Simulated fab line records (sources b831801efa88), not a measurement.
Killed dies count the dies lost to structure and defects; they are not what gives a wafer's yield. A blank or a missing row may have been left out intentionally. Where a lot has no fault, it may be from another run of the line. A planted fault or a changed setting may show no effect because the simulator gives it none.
A single fault, viewed from 2 desks ; flow gf180mcu ; numbers are kept per desk, each desk with only its own; the story behind them comes last

FOR THE TOOL OWNER'S DESK: pvd_sputter-02
The tool's own readings at GF_MIM_SPUTTER_08 (material AlCu, target thk 200 nm, time 10.6 s): means of the sampled wafers that have a number, for each lot that ran on this tool. If a lot's mean is further than 4 standard deviations from the usual mean, the lot is out of limits and carries the mark OUT (the distance appears in the brackets).
Columns: A = chamber_pressure_pa at GF_MIM_SPUTTER_08, usual 0.4000 Pa; B = throttle_valve_pct at GF_MIM_SPUTTER_08, usual 29.6 %
lot;first seen here;A;B
L479;day 26 07:07;0.4003;29.6
L480;day 26 14:35;0.3998;29.0
L484;day 27 20:43;0.4008;28.3
L495;day 30 23:08;0.4458 (+48) OUT;26.0
L496;day 31 04:58;0.4476 (+50) OUT;27.2
This desk's finding: out of limits on L495, L496; first on L495, day 30 23:08 (chamber_pressure_pa at GF_MIM_SPUTTER_08). L479, L480, L484: within limits.

FROM THE METROLOGY DESK
Means of the sampled wafers that have a number, per lot and without regard to the tool the lot ran on: this is what the gauges read. If a lot's mean is further than 4 standard deviations from the usual mean, the lot is out of limits and carries the mark OUT (the distance appears in the brackets).
Columns: A = V3_CVD_00_THK at GF_V3_THK_MEAS_01, usual 598 nm; B = MIM_ALCU_RS at GF_MIM_RS_MEAS_10, usual 0.1597 ohm/sq
lot;first seen here;A;B
L477;day 22 15:45;594;0.1612
L478;day 22 19:53;598;0.1585
L479;day 23 08:58;598;0.1601
L480;day 23 16:14;598;0.1608
L481;day 23 22:14;596;0.1585
L482;day 24 10:28;601;0.1570
L484;day 25 01:06;592;0.1628
L485;day 25 09:32;591;0.1581
L486;day 25 18:13;584;0.1594
L488;day 26 07:17;599;0.1619
L495;day 28 08:18;587;0.1660
L496;day 28 14:04;599;0.1640
This desk's finding: nothing out of limits on any of the 12 lots.

BROUGHT TOGETHER
On L495, L496, at day 30 23:08, an alarm was possible from the tool owner's desk.
Metrology desk: nothing out of limits seen.
The metrology desk holds a record of L495, L496, inside its limits.
On pvd_sputter-02, each named lot ran GF_MIM_SPUTTER_08.

WHAT THE SIMULATOR PUT IN
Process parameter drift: pvd_sputter-02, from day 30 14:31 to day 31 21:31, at GF_MIM_SPUTTER_08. Setting chamber_pressure_pa shifted by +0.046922 from 0.4. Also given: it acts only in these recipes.
Shown lots that were struck: L495, L496.
Time in hours from fault onset to the first out-of-limits reading at each desk: the tool owner's desk, 9.
